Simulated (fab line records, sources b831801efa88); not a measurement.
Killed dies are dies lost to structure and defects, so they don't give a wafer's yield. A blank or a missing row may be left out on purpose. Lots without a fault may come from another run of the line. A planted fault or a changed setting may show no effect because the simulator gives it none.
fab line records | flow sky130
record lots=6 wafers=18 last_day=49
route steps=708 shown VT_ADJUST_LVTN@100
lots that met no fault: from a run of the same line without faults
start_h: hours from the record's first day to the start of the lot's first wafer shown | wait_h: hours since the lot's step before | " the same as in the row above | L1.1+2: a row that stands for several wafers | - no value, or no start given | * or withheld: withheld | < > ~ a bound
route shown NAME@n: a module of which the file shows steps, and the number in the route of the first | usual: mean/standard deviation of fault-free wafers | same: alike in all rows | chamber/n: place in a boat | sites: the reading at each site | _std_site: their standard deviation | _edge_site: outer sites' mean less inner sites' | radius_mm: how far each site lies from the wafer's centre | mask NAME#n: copy n | behind: the tool/chamber that last shaped the wafer | hold: why the lot was held/for how many hours/how that ended | device: the transistor (n, p or np) that didn't switch | end of line: the same wafers' tests at the end of the route | a step without rows: its recipe alone | killed: dies lost to structure and defects at the first sort, not the wafer's yield | map: a wafer's dies, x killed, . not, _ none there
set.NAME: the setting as run; set.NAME@STEP: as run at that earlier step | model.NAME: the simulator's own value behind a step, which no gauge read
lots at some steps of the route; a table a step, a row a wafer
services: from which hour (start_h, from the record's first day; less than 0 if before it) a tool's chamber was out of use, for how many hours, and why
## steps
# step SKY_VT_ADJUST_LVTN_SOFTBAKE_03
# recipe temp_c=110 time_s=withheld
# step SKY_VT_ADJUST_LVTN_EXPOSE_04
# recipe mask_id=NWM_COMPLEMENT_LESS_NATIVE na=0.6 source_shape=conventional sigma_outer=0.6 polarization=unpolarized target_cd_nm=840 dose_mj=194
# step SKY_VT_ADJUST_LVTN_PEB_05
# recipe temp_c=115 time_s=withheld
# step SKY_VT_ADJUST_LVTN_DEVELOP_06
# recipe wall_angle_deg=90 developer=TMAH develop_time_s=60 dev_temp_c=23
# step SKY_VT_ADJUST_LVTN_OVL_MEAS_07
# usual VT_ADJUST_LVTN_OVL=1.2/1.3
# columns lot.wafer tool chamber start_h wait_h VT_ADJUST_LVTN_OVL[nm]
L616.2 overlay-01 - 145.05 - 1.6
L616.3 " - " " 1.5
L616.6 " - " " 1.3
L622.1 overlay-01 - 188.10 - 0.1
L622.2 " - " " 2.9
L622.4 " - " " 0.3
L624.2 overlay-02 - 198.02 - 1.0
L624.3 " - " " 1.6
L624.4 " - " " -0.9
L625.2 overlay-01 - 204.92 - 1.2
L625.4 " - " " 1.6
L625.6 " - " " 1.4
L630.1 overlay-02 - 239.05 - 3.6
L630.2 " - " " 4.4
L630.6 " - " " 2.4
L634.1 overlay-02 - 271.11 - 1.2
L634.4 " - " " -0.2
L634.6 " - " " 2.0
# step SKY_VT_ADJUST_LVTN_IMPLANT_08
# recipe species=B energy_kev=30 dose_cm2=1.57e+12 tilt_deg=withheld
# step SKY_VT_ADJUST_LVTN_STRIP_09
# recipe chemistry=O2/N2 power_w=1400 pressure_mtorr=1500 platen_temp_c=withheld o2_flow_sccm=3000 n2_flow_sccm=300 overash_fraction=0.5
# usual chamber_pressure_mTorr=1499.8/1.3 drypump_motor_current_A=5.6/0.44 oes_product_au=0.722/0.0043 strip_time_to_endpoint_s=36.95/0.13
# columns lot.wafer tool chamber start_h wait_h chamber_pressure_mTorr drypump_motor_current_A oes_product_au rf_hours_counter_h strip_time_to_endpoint_s
L616.2 plasma_asher-04 0 145.23 0.1 1501.8 5.1 0.726 50 36.93
L616.3 " 1 " " 1498.3 5.7 0.725 - 36.79
L616.6 " 0 " " 1500.2 5.1 0.726 - 36.78
L622.1 plasma_asher-04 1 188.28 0.1 1501.2 5.7 0.725 54 36.82
L622.2 " 0 " " 1498.4 5.1 0.724 54 36.92
L622.4 " 0 " " 1498.9 5.1 0.725 - 36.80
L624.2 plasma_asher-03 0 198.20 0.1 1499.3 6.5 0.725 47 36.94
L624.3 " 1 " " 1499.7 5.0 0.728 - 36.91
L624.4 " 0 " " 1499.7 6.5 0.718 - 36.94
L625.2 plasma_asher-04 1 205.10 0.1 1499.7 5.7 0.718 55 36.85
L625.4 " 0 " " 1500.2 5.1 0.719 - 36.82
L625.6 " 1 " " 1498.6 5.7 0.732 - 36.82
L630.1 plasma_asher-01 1 239.23 0.1 1500.4 5.5 0.728 12 36.99
L630.2 " 0 " " 1497.8 5.8 0.722 12 37.11
L630.6 " 0 " " 1499.1 5.8 0.730 - 37.10
L634.1 plasma_asher-03 1 271.30 0.1 1499.3 5.0 0.722 54 37.17
L634.4 " 1 " " 1498.7 5.0 0.720 - 37.13
L634.6 " 0 " " 1498.6 6.5 0.718 - 37.06
# step SKY_VT_ADJUST_LVTN_TW_MEAS_10
# usual VT_ADJUST_LVTN_TW=242/4.3
# columns lot.wafer tool chamber start_h wait_h VT_ADJUST_LVTN_TW
L616.2 film_metro-04 - 145.34 0.1 237
L616.3 " - " " 238
L616.6 " - " " 238
L622.1 film_metro-01 - 188.38 0.1 249
L622.2 " - " " 248
L622.4 " - " " 248
L624.2 film_metro-03 - 198.31 0.1 241
L624.3 " - " " 243
L624.4 " - " " 241
L625.2 film_metro-04 - 205.21 0.1 236
L625.4 " - " " 238
L625.6 " - " " 237
L630.1 film_metro-01 - 239.33 0.1 247
L630.2 " - " " 246
L630.6 " - " " 249
L634.1 film_metro-01 - 271.40 0.1 247
L634.4 " - " " 248
L634.6 " - " " 248
# step SKY_VT_ADJUST_LVTN_DEHYDRATE_11
# recipe temp_c=200 time_s=60
# step SKY_VT_ADJUST_LVTN_HMDS_12
# recipe prime_time_s=60 prime_temp_c=120
# step SKY_VT_ADJUST_LVTN_COAT_13
# recipe resist=NOVOLAK spin_rpm=3000 resist_thk_nm=1140
# step SKY_VT_ADJUST_LVTN_SOFTBAKE_14
# recipe temp_c=90 time_s=60 resist=NOVOLAK
# step SKY_VT_ADJUST_LVTN_EXPOSE_15
# recipe mask_id=HVN_STD_DERIVED na=0.6 source_shape=conventional sigma_outer=0.6 polarization=unpolarized target_cd_nm=600 dose_mj=163
# usual exposure_dose_mJ_cm2=162.98/0.17 focus_offset_nm=-0.1/0.48
# columns lot.wafer tool chamber start_h wait_h mask exposure_dose_mJ_cm2 focus_offset_nm
L616.2 iline_stepper-01 0 155.53 - HVN_STD_DERIVED#0 162.90 -0.1
L616.3 " 0 " " HVN_STD_DERIVED#0 162.82 -0.6
L616.6 " 0 " " HVN_STD_DERIVED#0 163.31 -0.8
L622.1 iline_stepper-01 0 199.56 - HVN_STD_DERIVED#0 162.98 0.0
L622.2 " 0 " " HVN_STD_DERIVED#0 163.17 -0.2
L622.4 " 0 " " HVN_STD_DERIVED#0 163.18 -0.6
L624.2 iline_stepper-01 - 208.82 - HVN_STD_DERIVED#0 - -
L624.3 " - " " HVN_STD_DERIVED#0 - -
L624.4 " - " " HVN_STD_DERIVED#0 - -
L625.2 iline_stepper-01 - 217.12 - HVN_STD_DERIVED#0 - -
L625.4 " - " " HVN_STD_DERIVED#0 - -
L625.6 " - " " HVN_STD_DERIVED#0 - -
L630.1 iline_stepper-01 0 250.85 - HVN_STD_DERIVED#0 162.97 0.5
L630.2 " 0 " " HVN_STD_DERIVED#0 163.20 -0.5
L630.6 " 0 " " HVN_STD_DERIVED#0 163.21 0.1
L634.1 iline_stepper-02 0 283.76 - HVN_STD_DERIVED#0 163.25 -0.7
L634.4 " 0 " " HVN_STD_DERIVED#0 163.17 0.1
L634.6 " 0 " " HVN_STD_DERIVED#0 163.05 -0.7
# step SKY_VT_ADJUST_LVTN_PEB_16
# recipe temp_c=withheld time_s=* resist=NOVOLAK
## services
# columns tool chamber start_h hours kind
plasma_asher-03 - 126.28 1.9 repair
plasma_asher-01 - 135.47 1.9 repair
iline_stepper-01 - 141.27 1.7 pm
plasma_asher-03 - 141.47 4.1 repair
plasma_asher-04 - 179.45 3.2 repair
plasma_asher-04 - 188.82 1.0 repair
iline_stepper-02 - 223.43 1.6 repair
iline_stepper-02 - 229.01 11.9 repair
iline_stepper-02 0 236.17 - calibration
plasma_asher-03 - 248.73 0.6 repair
plasma_asher-04 - 255.45 0.8 repair
iline_stepper-02 - 256.77 1.7 pm
plasma_asher-04 - 277.09 31.9 repair
## key
first_sign step=SKY_VT_ADJUST_LVTN_EXPOSE_15 reading=tool_record direction=missing
effect none on later readings
met_at SKY_VT_ADJUST_LVTN_EXPOSE_15
struck_wafers L624.2,L624.3,L624.4,L625.2,L625.4,L625.6
sort_left_out L624.2,L624.3,L624.4,L625.2,L625.4,L625.6
tester_left_out L624,L625
onset_between 199.56 208.82
fault kind=skipped_step_whole tool=iline_stepper-01 chamber=- onset_h=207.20 steps=SKY_VT_ADJUST_LVTN_EXPOSE_15 scope=struck_lots_only
# tester_left_out: of these lots the tester's yield and bins aren't shown, on N5 and GAA mostly nor the transistor test; their killed dies are dies lost to structure and defects alone, not to doping, threshold or leakage, so they don't give the yield
# sort_left_out: the simulated sort isn't trusted on such a fault, so these wafers' sort isn't shown, and their yield isn't known
